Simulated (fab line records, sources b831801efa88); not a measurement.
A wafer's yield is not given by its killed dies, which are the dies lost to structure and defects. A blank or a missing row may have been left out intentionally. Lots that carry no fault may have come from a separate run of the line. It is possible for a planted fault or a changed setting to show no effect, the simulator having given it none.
Which tool did it? || flow sky130 || Sampling: 6 lots, 18 wafers, 2 of 708 route steps

== WHAT THE GAUGES SHOWED, per wafer ==
SKY_NWELL_TW_MEAS_15.
{"lot": "L694", "measured": "day 5 05:04", "on": "film-metro-01", "NWELL_TW": "1813 1819 1812"}
{"lot": "L697", "measured": "day 6 01:50", "on": "film-metro-01", "NWELL_TW": "1825 1826 1823"}
{"lot": "L700", "measured": "day 6 19:49", "on": "film-metro-04", "NWELL_TW": "1819 1811 1830"}
{"lot": "L702", "measured": "day 7 02:40", "on": "film-metro-03", "NWELL_TW": "2241 2250 2244"}
{"lot": "L705", "measured": "day 8 00:20", "on": "film-metro-01", "NWELL_TW": "1814 1799 1814"}
{"lot": "L713", "measured": "day 9 22:44", "on": "film-metro-03", "NWELL_TW": "1819 1823 1818"}

== EACH LOT AND THE TOOL THAT RAN IT (in order: tool; ch and the chambers of the sampled wafers; start) ==
{"lot": "L694", "SKY_NWELL_IMPLANT_11": "implanter-01 ch 0, day 5 04:31"}
{"lot": "L697", "SKY_NWELL_IMPLANT_11": "implanter-04 ch 0, day 6 01:17"}
{"lot": "L700", "SKY_NWELL_IMPLANT_11": "implanter-04 ch 0, day 6 19:16"}
{"lot": "L702", "SKY_NWELL_IMPLANT_11": "implanter-02 ch 0, day 7 01:49"}
{"lot": "L705", "SKY_NWELL_IMPLANT_11": "implanter-04 ch 0, day 7 23:47"}
{"lot": "L713", "SKY_NWELL_IMPLANT_11": "implanter-02 ch 0, day 9 22:11"}
- SKY_NWELL_IMPLANT_11

== THE ANSWER, worked out from the rows above alone ==
Rule: usual is defined by the lots themselves. Put in order of their means at a reading, lots are off if they are a third of the lots or fewer, leave a main group of 4 or more, and stand apart from it by a gap of 3 or more times the standard deviation of the main group's means; of several such gaps the widest counts. A main group whose means are all the same, to the digits that the tables above print for the reading, isn't used. A lot without any number at a reading at which 4 lots or more have one is off too. Any other lot the step has rows for is counted as sound.
Off: L702, at SKY_NWELL_TW_MEAS_15 (NWELL_TW). Mean 1818 and standard deviation 5.4 in the main group.
A tool fits if, at a process step before that reading, it ran every lot that is off, and no sound lot after the first of them. The gauges at SKY_NWELL_TW_MEAS_15 are tried like those tools. No candidate that was tried fits.

== WHAT THE SIMULATOR HAD PUT IN ==
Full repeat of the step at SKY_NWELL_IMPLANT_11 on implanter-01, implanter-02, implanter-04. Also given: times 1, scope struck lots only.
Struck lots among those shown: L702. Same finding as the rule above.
